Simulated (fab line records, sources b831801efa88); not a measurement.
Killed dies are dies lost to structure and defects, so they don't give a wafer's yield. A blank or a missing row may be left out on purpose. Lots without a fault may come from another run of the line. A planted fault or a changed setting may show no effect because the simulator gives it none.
A struck lot beside a sound one | flow gf180mcu | 15 steps out of a route of 602
Sound: wafers L963.4, L963.5, L963.6. Struck: wafers L969.1, L969.4, L969.6. The cause comes at the end.
At each step with rows: each side's tool, then ch and its chambers, then its first start. Under that, the readings that differ: sound wafers | struck wafers | difference of the means | sigmas: that difference in standard deviations of wafers without a fault.
alike: readings whose means differ by less than 2 such deviations, and words and numbers that are the same on both sides. not compared: withheld readings, readings that some wafer has no value for, bounds like >300 that may hide the same value, and numbers for which the record gives no deviation and whose values overlap.
The two part at a step that has a row with sigmas, a row that says differs or no value, or rows on one side only. Numbers that don't overlap but have no deviation are shown without sigmas and don't part them. A reading that every wafer of one side lacks parts them only if that side has two wafers or more.

GF_V2_CMP_04: polishes SiO2.
  sound on cmp-02 ch 0,2,3, day 19 22:29; struck on cmp-02 ch 1,3, day 22 00:15
  reading                | sound    | struck   | difference | sigmas
  time_to_endpoint_s (s) | 75 78 74 | 86 90 88 | +12        | +2
  alike: motor_current_A, slurry_flow_ml_min
GF_V2_BOW_MEAS_05:
  sound on film_metro-02, day 19 22:44; struck on film_metro-02, day 22 00:30
  alike: V2_BOW
then, 8 steps without rows for these wafers: GF_V2_DEHYDRATE_06 (time 60 s); GF_V2_HMDS_07 (prime time 60 s); GF_V2_COAT_08; GF_V2_COAT_09 (resist thk 1000 nm); GF_V2_SOFTBAKE_10 (time 60 s); GF_V2_EXPOSE_11 (exposes mask Via2, target cd 260 nm); GF_V2_PEB_12 (peb time 90 s); GF_V2_DEVELOP_13 (develop time 60 s).
GF_V2_CD_MEAS_14: target cd 260 nm.
  sound on cd_sem-01, day 20 22:41; struck on cd_sem-01, day 22 23:31
  alike: cd_nm
GF_V2_OVL_MEAS_15:
  sound on overlay-01, day 20 22:46; struck on overlay-01, day 22 23:38
  alike: V2_OVL
GF_V2_ETCH_16: etches BARC in N2/H2.
  sound on rie_diel-02 ch 0,1,2, day 20 22:47; struck on rie_diel-02 ch 2,3, day 22 23:41
  reading            | sound             | struck            | difference | sigmas
  rf_fwd_power_W (W) | 500.4 494.6 497.6 | 577.7 575.7 575.9 | +78.9      | +34
  alike: bias_w, drypump_motor_current_A, oes_product_au, throttle_valve_pct
GF_V2_ETCH_17: etches SiO2 in C4F8/O2/Ar, stops on TiN, target depth 630 nm.
  sound on rie_diel-02 ch 0,1,2; struck on rie_diel-02 ch 2,3
  alike: bias_w, oes_product_au, rf_fwd_power_W
then, 1 step without rows for these wafers: GF_PASSIVATION_PROBE_99.

WHERE THEY PART
First at GF_V2_CMP_04; last, within this record, at GF_V2_ETCH_16. Later steps at which nothing parts them and some readings are alike: GF_V2_ETCH_17.

WHY: what the simulator had put in
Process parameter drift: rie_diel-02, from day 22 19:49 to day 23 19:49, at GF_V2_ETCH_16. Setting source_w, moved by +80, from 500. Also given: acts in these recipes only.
